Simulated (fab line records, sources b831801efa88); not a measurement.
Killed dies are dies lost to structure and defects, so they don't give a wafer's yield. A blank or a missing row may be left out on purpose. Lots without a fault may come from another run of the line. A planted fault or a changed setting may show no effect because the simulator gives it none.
Chamber matching | flow sfq_line | SFQ_TRILAYER_A5C_DEP_PECVD_142 on pecvd-03: 3 sister chambers
The step deposits SiO2 from SiH4/N2O, time 15.556 s, target thk 70 nm. 3 wafers are shown with their chamber, then 7 later ones without.

WAFERS WITH THEIR CHAMBER
wafer  | chamber | throttle_valve_pct (%)
L118.6 | 1       | 24.7
L119.6 | 0       | 23.6
L121.4 | 2       | 22.5

WAFERS WITHOUT THEIR CHAMBER
wafer  | throttle_valve_pct (%)
L121.6 | 23.7
L124.3 | 22.8
L124.4 | 23.6
L124.6 | 23.8
L135.1 | 22.9
L135.3 | 24.9
L135.6 | 22.9

WHICH CHAMBER EACH WENT THROUGH
wafer  | from the rows above     | in truth
L121.6 | 0                       | 0
L124.3 | can't be placed: 2 or 0 | 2
L124.4 | 0                       | 0
L124.6 | 0                       | 0
L135.1 | can't be placed: 2 or 0 | 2
L135.3 | 1                       | 1
L135.6 | can't be placed: 2 or 0 | 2
Placed correctly: 4 of 7. Can't be placed from these rows: 3 (the true chamber is among the candidates in 3). Placed wrongly: 0.
How it was worked out, from the rows above alone: a wafer's distance from a chamber is the root of the sum, over the readings, of the square of ((its reading less the chamber's mean) divided by the reading's scatter). The wafer belongs to the nearest chamber; if the next one is less than 2 further off, it can't be placed. A chamber's mean is the mean of its shown wafers. The scatter: with one shown wafer a chamber, the root of the mean of the squares of how far each hidden wafer lies from its nearest shown one.
